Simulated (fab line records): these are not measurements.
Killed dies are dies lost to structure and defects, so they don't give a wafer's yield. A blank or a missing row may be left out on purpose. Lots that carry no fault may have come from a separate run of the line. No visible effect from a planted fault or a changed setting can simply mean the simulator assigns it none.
Comparing a struck lot with a sound one ; flow sky130 ; 45 steps out of a route of 708
Sound: wafers L423.2, L423.3, L423.5. Wafers struck: L434.2, L434.3, L434.5. The cause is given at the end.
For every step that has rows: the tool of each side, followed by ch and its chambers, followed by its first start. Under that, the readings that differ: sound wafers ; struck wafers ; difference of the means ; sigmas: that difference in standard deviations of wafers without a fault.
alike: same words and numbers on both sides, and readings whose means sit less than 2 such deviations apart. not compared: any withheld reading, any reading some wafer has no value for, any bound like >300 that may hide the same value, and any number with overlapping values for which the record gives no deviation.
A row with sigmas, a row that says differs or no value, or rows on one side alone: a step with any of these is where the two part. Non-overlapping numbers with no deviation appear without sigmas and do not part them. A reading missing from all wafers of one side parts the sides only when that side holds two or more wafers.

first, 5 steps without rows for these wafers: SKY_LDD_P_COAT_02 (resist thk 1140 nm); SKY_LDD_P_SOFTBAKE_03 (time 60 s); SKY_LDD_P_EXPOSE_04 (exposes mask PSDM, target cd 380 nm); SKY_LDD_P_PEB_05; SKY_LDD_P_DEVELOP_06 (develop time 60 s).
SKY_LDD_P_CD_MEAS_07: the cd target is 380 nm.
  sound on cdSem-01 at day 19 03:12; struck on cdSem-02 at day 23 03:38
reading;sound;struck;difference;sigmas
cdNm (nm);377.8 376.1 377.4;383.2 382.1 385.1;+6.4;+2
SKY_LDD_P_OVL_MEAS_08:
  sound on overlay-02 at day 19 03:19; struck on overlay-02 at day 23 03:44
  alike: LDD_P_OVL
next, for these wafers, 1 step has no rows: SKY_LDD_P_IMPLANT_09.
SKY_LDD_P_STRIP_10: strips in O2/N2.
  sound on plasmaAsher-04 ch 0,1, day 19 03:29; struck on plasmaAsher-04 ch 0,1, day 23 03:55
reading;sound;struck;difference;sigmas
stripTimeToEndpointS (s);14.17 14.26 14.23;14.12 14.14 14.13;-0.09;-2
  alike: drypumpMotorCurrentA, oesProductAu
  not compared: rfHoursCounterH
SKY_LDD_P_TW_MEAS_11:
  sound on filmMetro-03 at day 19 03:36; struck on filmMetro-02 at day 23 04:02
  alike: LDD_P_TW
then, 2 steps without rows for these wafers: SKY_LDD_HVN_DEHYDRATE_00 (time 60 s); SKY_LDD_HVN_HMDS_01 (prime time 60 s).
SKY_LDD_HVN_COAT_02: resist thk 300 nm.
  struck on lithoTrack-01, day 23 18:27; sound on lithoTrack-01 ch 0, day 19 18:25
  no value came back on the struck wafers for chillPlateTempC (C), dispensePressureKPa (kPa); on the sound wafers chillPlateTempC (C) reads 22.83 22.95 22.93
then, 4 steps without rows for these wafers: SKY_LDD_HVN_SOFTBAKE_03 (time 60 s); SKY_LDD_HVN_EXPOSE_04 (exposes mask HVNTM, target cd 700 nm); SKY_LDD_HVN_PEB_05; SKY_LDD_HVN_DEVELOP_06 (develop time 60 s).
SKY_LDD_HVN_OVL_MEAS_07:
  sound on overlay-02 at day 20 10:05; struck on overlay-01 at day 24 09:53
reading;sound;struck;difference;sigmas
LDD_HVN_OVL (nm);0.2 -0.1 -0.3;- - -;no value on the struck wafers;
next, for these wafers, 1 step has no rows: SKY_LDD_HVN_IMPLANT_08.
SKY_LDD_HVN_STRIP_09: strips in O2/N2.
  sound on plasmaAsher-01 ch 0, day 20 10:16; struck on plasmaAsher-02 ch 0,1, day 24 10:04
  no value came back on the struck wafers for oesProductAu (a.u.), stripTimeToEndpointS (s); on the sound wafers oesProductAu (a.u.) reads 0.404 0.420 0.409
  alike: drypumpMotorCurrentA
  not compared: rfHoursCounterH
SKY_LDD_HVN_TW_MEAS_10:
  sound on filmMetro-03 at day 20 10:22; struck on filmMetro-01 at day 24 10:11
  alike: LDD_HVN_TW
then, 7 steps without rows for these wafers: SKY_LDD_HVP_DEHYDRATE_00 (time 60 s); SKY_LDD_HVP_HMDS_01 (prime time 60 s); SKY_LDD_HVP_COAT_02 (resist thk 300 nm); SKY_LDD_HVP_SOFTBAKE_03 (time 60 s); SKY_LDD_HVP_EXPOSE_04 (exposes mask HVPTM, target cd 700 nm); SKY_LDD_HVP_PEB_05; SKY_LDD_HVP_DEVELOP_06 (develop time 60 s).
SKY_LDD_HVP_OVL_MEAS_07:
  sound on overlay-02 at day 21 17:02; struck on overlay-01 at day 25 15:19
  alike: LDD_HVP_OVL
next, for these wafers, 1 step has no rows: SKY_LDD_HVP_IMPLANT_08.
SKY_LDD_HVP_STRIP_09: strips in O2/N2.
  sound on plasmaAsher-02 ch 0,1, day 21 17:13; struck on plasmaAsher-02 ch 0,1, day 25 15:30
  alike: drypumpMotorCurrentA, oesProductAu, stripTimeToEndpointS
  not compared: rfHoursCounterH
SKY_LDD_HVP_TW_MEAS_10:
  sound on filmMetro-01 at day 21 17:19; struck on filmMetro-02 at day 25 15:37
reading;sound;struck;difference;sigmas
LDD_HVP_TW;455 455 456;1405 1409 1405;+951;+99 or more
then, 7 steps without rows for these wafers: SKY_LDD_LDN_DEHYDRATE_00 (time 60 s); SKY_LDD_LDN_HMDS_01 (prime time 60 s); SKY_LDD_LDN_COAT_02 (resist thk 1140 nm); SKY_LDD_LDN_SOFTBAKE_03 (time 60 s); SKY_LDD_LDN_EXPOSE_04 (exposes mask LDNTM, target cd 700 nm); SKY_LDD_LDN_PEB_05; SKY_LDD_LDN_DEVELOP_06 (develop time 60 s).
SKY_LDD_LDN_OVL_MEAS_07:
  sound on overlay-01 at day 22 23:31; struck on overlay-02 at day 26 20:41
reading;sound;struck;difference;sigmas
LDD_LDN_OVL (nm);2.7 1.6 1.5;-0.4 -1.9 -0.5;-2.9;-2
then, 2 steps without rows for these wafers: SKY_LDD_LDN_IMPLANT_08; SKY_LDD_LDN_IMPLANT_09.
SKY_LDD_LDN_TW_MEAS_13:
  sound on filmMetro-02 at day 23 00:16; struck on filmMetro-04 at day 26 21:26
reading;sound;struck;difference;sigmas
LDD_LDN_TW;1432 1439 1435;1843 1840 1842;+406;+16
-- record jumps: 4 days separate the struck wafers' starts on either side; left off in module LDD_LDN, taken up again in module RES_XHIGH, whose first shown step is the route's number 341 --
SKY_RES_XHIGH_TW_MEAS_09:
  sound on filmMetro-01 at day 26 18:41; struck on filmMetro-01 at day 30 09:50
reading;sound;struck;difference;sigmas
RES_XHIGH_TW;1643 1649 1646;1918 1913 1927;+273;+18
-- record jumps: 18 days separate the struck wafers' starts on either side; left off in module RES_XHIGH, taken up again in module PAD_OPEN, whose first shown step is the route's number 708 --
SKY_PAD_OPEN_PROBE_99:
  rows exist in the record for the struck wafers here (prober-02, day 47 23:12), but not for the sound ones

== WHERE THEY PART ==
Last at SKY_PAD_OPEN_PROBE_99 as far as this record goes, first at SKY_LDD_P_CD_MEAS_07.

WHY: what had been put in by the simulator
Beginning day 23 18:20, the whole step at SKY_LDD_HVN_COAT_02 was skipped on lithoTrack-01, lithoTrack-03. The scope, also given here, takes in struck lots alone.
